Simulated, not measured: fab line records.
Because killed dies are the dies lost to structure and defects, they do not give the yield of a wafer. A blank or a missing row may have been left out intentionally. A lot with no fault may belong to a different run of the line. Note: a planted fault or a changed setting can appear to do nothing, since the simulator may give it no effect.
Which tool did it? | flow sky130 | 12 lots with 36 wafers sampled at 5 steps, on a route of 708 steps

WHAT THE GAUGES SHOWED, per wafer
SKY_FIELD_ISO_THK_MEAS_02. Usual: for FIELD_ISO_OXIDATION_00_THK the level is 11.98 nm and the standard deviation is 0.19.
lot  | measured    | on            | FIELD_ISO_OXIDATION_00_THK (nm) | flag
L346 | day 1 17:34 | film metro-03 | 12.11 11.88 12.01               |
L354 | day 3 08:38 | film metro-03 | 11.95 11.98 11.79               |
L355 | day 3 15:11 | film metro-01 | 12.29 12.28 12.27               |
L357 | day 4 02:50 | film metro-01 | 11.67 11.77 11.53               |
L358 | day 4 05:50 | film metro-03 | 11.93 12.23 12.02               |
L359 | day 4 10:17 | film metro-02 | 12.08 11.92 11.84               |
L361 | day 4 19:38 | film metro-02 | 11.60 11.88 11.84               |
L363 | day 5 06:37 | film metro-01 | 12.28 12.17 12.36               |
L364 | day 5 13:04 | film metro-02 | 11.79 11.56 11.59               |
L366 | day 6 00:52 | film metro-02 | 12.19 12.05 12.07               |
L367 | day 6 04:23 | film metro-01 | 12.02 12.01 12.25               |
L368 | day 6 08:31 | film metro-02 | 12.09 12.17 11.91               |

SKY_FIELD_ISO_THK_MEAS_04. Usual: for FIELD_ISO_CVD_03_THK the level is 164.5 nm and the standard deviation is 1.6.
lot  | measured    | on            | FIELD_ISO_CVD_03_THK (nm) | flag
L346 | day 1 20:47 | film metro-02 | 164.0 164.5 164.0         |
L354 | day 3 10:38 | film metro-01 | 162.0 161.6 163.2         |
L355 | day 3 17:02 | film metro-01 | 163.0 162.2 162.3         |
L357 | day 4 04:41 | film metro-02 | 163.1 163.0 164.2         |
L358 | day 4 07:49 | film metro-01 | 162.3 162.0 162.4         |
L359 | day 4 12:10 | film metro-03 | 165.9 166.6 166.1         |
L361 | day 4 22:34 | film metro-02 | 164.4 164.1 163.4         |
L363 | day 5 08:27 | film metro-03 | 166.7 166.0 166.6         |
L364 | day 5 14:54 | film metro-02 | 167.1 164.3 165.4         |
L366 | day 6 04:26 | film metro-02 | 164.9 166.2 165.2         |
L367 | day 6 08:40 | film metro-01 | 161.6 163.1 161.1         |
L368 | day 6 11:37 | film metro-02 | 163.4 162.8 163.5         |

SKY_GATE_OXIDE_OVL_MEAS_10. Usual: for GATE_OXIDE_OVL the level is 1.1 nm and the standard deviation is 1.3.
lot  | measured     | on         | GATE_OXIDE_OVL (nm) | flag
L346 | day 15 03:26 | overlay-02 | 1.9 2.8 1.8         |
L354 | day 17 08:08 | overlay-01 | - - -               | OFF
L355 | day 17 17:51 | overlay-01 | - - -               | OFF
L357 | day 18 07:47 | overlay-01 | 0.2 0.8 0.3         |
L358 | day 18 17:55 | overlay-01 | 1.8 0.6 2.3         |
L359 | day 19 06:21 | overlay-01 | 1.0 2.1 1.5         |
L361 | day 20 08:17 | overlay-02 | 2.0 1.8 2.0         |
L363 | day 20 20:53 | overlay-02 | -1.0 -0.6 0.5       |
L364 | day 20 23:49 | overlay-02 | 1.0 0.2 -1.0        |
L366 | day 21 19:18 | overlay-02 | 3.5 2.2 2.9         |
L367 | day 22 06:07 | overlay-02 | 2.6 1.5 1.1         |
L368 | day 22 15:10 | overlay-02 | -0.7 -1.0 -2.0      |

WHICH TOOL RAN EACH LOT (tool, then ch and the chambers of the sampled wafers, then the start)
lot  | SKY_VT_ADJUST_LVTN_STRIP_20          | SKY_GATE_OXIDE_COAT_05
L346 | plasma asher-01 ch 0, day 8 15:33    | litho track-02 ch 0, day 14 14:21
L354 | plasma asher-04 ch 0,1, day 10 09:51 | litho track-01, day 16 17:25
L355 | plasma asher-04 ch 0,1, day 10 18:47 | litho track-03, day 17 03:06
L357 | plasma asher-01 ch 0,1, day 11 07:21 | litho track-01 ch 0, day 17 17:31
L358 | plasma asher-04 ch 1, day 11 14:30   | litho track-03 ch 0, day 18 02:34
L359 | plasma asher-01 ch 0, day 11 23:45   | litho track-01 ch 0, day 18 14:59
L361 | plasma asher-04 ch 1, day 12 22:09   | litho track-02 ch 0, day 19 16:31
L363 | plasma asher-04 ch 0,1, day 13 04:17 | litho track-02 ch 0, day 20 05:12
L364 | plasma asher-04 ch 0,1, day 13 11:25 | litho track-03 ch 0, day 20 08:34
L366 | plasma asher-04 ch 0,1, day 14 02:54 | litho track-02 ch 0, day 21 03:27
L367 | plasma asher-01 ch 0,1, day 14 13:50 | litho track-03 ch 0, day 21 15:00
L368 | plasma asher-04 ch 0,1, day 14 21:33 | litho track-01 ch 0, day 22 00:23
- SKY_VT_ADJUST_LVTN_STRIP_20: strips in O2/N2.
- SKY_GATE_OXIDE_COAT_05: resist thk 1140 nm.

AS READ BY THE TOOLS THEMSELVES (means over the sampled wafers that have a number; for cases with no such wafer, the mark the record gives instead)
SKY_VT_ADJUST_LVTN_STRIP_20. Usual: drypump motor current A 5.9 A, standard deviation 0.44; o2 flow sccm 3001 sccm, standard deviation 9.4; oes product au 0.716 a.u., standard deviation 0.0048; strip time to endpoint s 14.18 s, standard deviation 0.037.
lot  | tool            | drypump motor current A (A) | o2 flow sccm (sccm) | oes product au (a.u.) | strip time to endpoint s (s) | flag
L346 | plasma asher-01 | 6.4                         | 2993                | 0.717                 | 14.20                        |
L354 | plasma asher-04 | 5.5                         | 2998                | 0.717                 | 14.16                        |
L355 | plasma asher-04 | 5.6                         | 3001                | 0.715                 | 14.17                        |
L357 | plasma asher-01 | 6.4                         | 2994                | 0.721                 | 14.22                        |
L358 | plasma asher-04 | 5.6                         | 3009                | 0.717                 | 14.15                        |
L359 | plasma asher-01 | 6.4                         | 3003                | 0.716                 | 14.24                        |
L361 | plasma asher-04 | 5.6                         | 3007                | 0.712                 | 14.18                        |
L363 | plasma asher-04 | 5.6                         | 3002                | 0.716                 | 14.23                        |
L364 | plasma asher-04 | 5.6                         | 3002                | 0.717                 | 14.25                        |
L366 | plasma asher-04 | 5.6                         | 2988                | 0.719                 | 14.16                        |
L367 | plasma asher-01 | 6.5                         | 3006                | 0.713                 | 14.16                        |
L368 | plasma asher-04 | 5.6                         | 3004                | 0.720                 | 14.19                        |

SKY_GATE_OXIDE_COAT_05. Usual: chill plate temp C 22.99 C, standard deviation 0.11; dispense pressure kPa 48 kPa, standard deviation 3.5.
lot  | tool           | chill plate temp C (C) | dispense pressure kPa (kPa) | flag
L346 | litho track-02 | 22.96                  | 45                          |
L354 | litho track-01 | -                      | -                           | OFF
L355 | litho track-03 | -                      | -                           | OFF
L357 | litho track-01 | 22.97                  | 54                          |
L358 | litho track-03 | 22.88                  | 48                          |
L359 | litho track-01 | 23.10                  | 54                          |
L361 | litho track-02 | 22.93                  | 45                          |
L363 | litho track-02 | 22.90                  | 45                          |
L364 | litho track-03 | 22.86                  | 48                          |
L366 | litho track-02 | 23.02                  | 45                          |
L367 | litho track-03 | 23.05                  | 48                          |
L368 | litho track-01 | 23.07                  | 54                          |

THE ANSWER, worked out from the rows above alone
Rule: lot off if the mean of its wafers having a number is beyond 3 standard deviations from the usual mean. A lot without any number at a reading at which 4 lots or more have one is off too. Where the step has rows for the other lots, those lots are counted as sound. First the gauges in route order, then the tools' own readings, where a lot's mean is used as printed above. The first step at which some lot is off is used, and at that step the reading that is off furthest; a lot without a number counts as furthest.
Off: L354, L355, at SKY_GATE_OXIDE_OVL_MEAS_10 (GATE_OXIDE_OVL). Without a number there: L354, L355.
A tool fits if, at a process step before that reading, it ran every lot that is off, and no sound lot after the first of them. The gauges at SKY_GATE_OXIDE_OVL_MEAS_10 aren't tried: what is off there is off at SKY_GATE_OXIDE_COAT_05 too, on other tools, and a gauge's error can't cause that. No candidate that was tried fits.

WHAT HAD BEEN PUT IN BY THE SIMULATOR
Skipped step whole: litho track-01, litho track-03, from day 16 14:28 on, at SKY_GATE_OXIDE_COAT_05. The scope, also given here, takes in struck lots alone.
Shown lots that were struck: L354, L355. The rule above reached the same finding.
